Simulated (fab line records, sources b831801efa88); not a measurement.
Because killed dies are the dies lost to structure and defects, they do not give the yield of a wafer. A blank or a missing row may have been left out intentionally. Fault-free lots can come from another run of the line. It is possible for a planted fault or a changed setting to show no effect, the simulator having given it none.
What tool caused it? | flow gf180mcu | 39 wafers from 13 lots sampled at 3 of the route's 602 steps

WHAT THE GAUGES READ, wafer by wafer
GF_V5_THK_MEAS_25: measures by xrf.
lot  | measured     | on            | V5_W_THK (nm)
L275 | day 27 13:33 | film_metro-02 | 340 341 340
L276 | day 27 21:44 | film_metro-03 | 342 340 340
L277 | day 28 06:05 | film_metro-03 | 339 340 340
L278 | day 28 05:45 | film_metro-01 | 335 341 339
L279 | day 28 20:56 | film_metro-01 | 345 344 346
L280 | day 28 23:07 | film_metro-01 | 342 344 343
L282 | day 29 21:26 | film_metro-03 | 344 346 343
L284 | day 29 23:33 | film_metro-01 | 341 344 344
L293 | day 32 12:01 | film_metro-02 | 335 340 334
L294 | day 32 21:55 | film_metro-03 | 340 338 346
L295 | day 32 23:13 | film_metro-01 | 344 342 343
L296 | day 33 04:24 | film_metro-01 | 337 335 339
L298 | day 33 20:47 | film_metro-02 | 341 342 338

WHAT TOOL EACH LOT RAN ON (gives the tool, then ch and the chambers of the sampled wafers, and finally the start)
lot  | GF_V3_ETCH_17                      | GF_V5_SPUTTER_22
L275 | rie_diel-03 ch 0,3, day 22 18:00   | pvd_sputter-02, day 27 13:17
L276 | rie_diel-02 ch 0,1,3, day 23 03:00 | pvd_sputter-04, day 27 21:28
L277 | rie_diel-04 ch 0,2,3, day 23 11:00 | pvd_sputter-02, day 28 05:48
L278 | rie_diel-03 ch 1,2,3, day 23 12:00 | pvd_sputter-03, day 28 05:29
L279 | rie_diel-03 ch 0,3, day 24 04:00   | pvd_sputter-02, day 28 20:32
L280 | rie_diel-04 ch 0,1,3, day 24 08:00 | pvd_sputter-02, day 28 22:50
L282 | rie_diel-03 ch 0,1,3, day 25 03:00 | pvd_sputter-03, day 29 21:10
L284 | rie_diel-03 ch 0,1,2, day 25 12:00 | pvd_sputter-04, day 29 23:15
L293 | rie_diel-04 ch 0,1,2, day 28 10:00 | pvd_sputter-04, day 32 11:44
L294 | rie_diel-02 ch 0,2,3, day 28 20:00 | pvd_sputter-02, day 32 21:38
L295 | rie_diel-04 ch 1,2,3, day 28 22:00 | pvd_sputter-03, day 32 22:56
L296 | rie_diel-04 ch 1,3, day 29 03:00   | pvd_sputter-02, day 33 04:07
L298 | rie_diel-02 ch 0,3, day 29 23:00   | pvd_sputter-04, day 33 20:29
- GF_V3_ETCH_17: etches SiO2 in C4F8/O2/Ar, stops on TiN, target depth 635 nm.
- GF_V5_SPUTTER_22: material TiN, target thk 10 nm, time 40 s.

WHAT THE TOOLS THEMSELVES READ (means of the sampled wafers that have a number; where no wafer has one, the mark that the record gives instead)
GF_V3_ETCH_17.
lot  | tool        | oes_product_au (a.u.) | rf_fwd_power_W (W)
L275 | rie_diel-03 | 0.854                 | 1492
L276 | rie_diel-02 | 0.852                 | 1492
L277 | rie_diel-04 | 0.854                 | 1490
L278 | rie_diel-03 | 0.858                 | 1488
L279 | rie_diel-03 | 0.858                 | 1497
L280 | rie_diel-04 | 0.854                 | 1493
L282 | rie_diel-03 | 0.852                 | 1498
L284 | rie_diel-03 | 0.858                 | 1496
L293 | rie_diel-04 | 0.856                 | 1489
L294 | rie_diel-02 | 0.854                 | 1491
L295 | rie_diel-04 | 0.854                 | 1497
L296 | rie_diel-04 | 0.855                 | 1492
L298 | rie_diel-02 | 0.856                 | 1493

GF_V5_SPUTTER_22.
lot  | tool           | throttle_valve_pct (%)
L275 | pvd_sputter-02 | 30.1
L276 | pvd_sputter-04 | 30.4
L277 | pvd_sputter-02 | 29.9
L278 | pvd_sputter-03 | 30.9
L279 | pvd_sputter-02 | 30.0
L280 | pvd_sputter-02 | 30.6
L282 | pvd_sputter-03 | 30.7
L284 | pvd_sputter-04 | 30.2
L293 | pvd_sputter-04 | 30.0
L294 | pvd_sputter-02 | 30.4
L295 | pvd_sputter-03 | 30.3
L296 | pvd_sputter-02 | 29.8
L298 | pvd_sputter-04 | 30.7

THE ANSWER, worked out from the rows above alone
Rule: the usual values come from the lots themselves. The widest of any qualifying gaps counts: lots, ordered by their means at a reading, are off when they make up no more than a third of the lots, leave a main group of 4 or more, and stand apart from it by 3 or more times the standard deviation of that group's means. If all means in a main group match to the digits the tables above print for the reading, that group is not used. A lot without any number at a reading at which 4 lots or more have one is off too. Where the step has rows for the other lots, those lots are counted as sound. Order of review: gauges by route order, followed by the tools' own readings, for which a lot's mean as printed above is used. At the first step where some lot is off, the reading lying furthest off is the one used; lots without a number count as furthest.
Across all readings shown, no lot is off: no conclusion can be drawn from this.

WHAT WAS PUT IN BY THE SIMULATOR
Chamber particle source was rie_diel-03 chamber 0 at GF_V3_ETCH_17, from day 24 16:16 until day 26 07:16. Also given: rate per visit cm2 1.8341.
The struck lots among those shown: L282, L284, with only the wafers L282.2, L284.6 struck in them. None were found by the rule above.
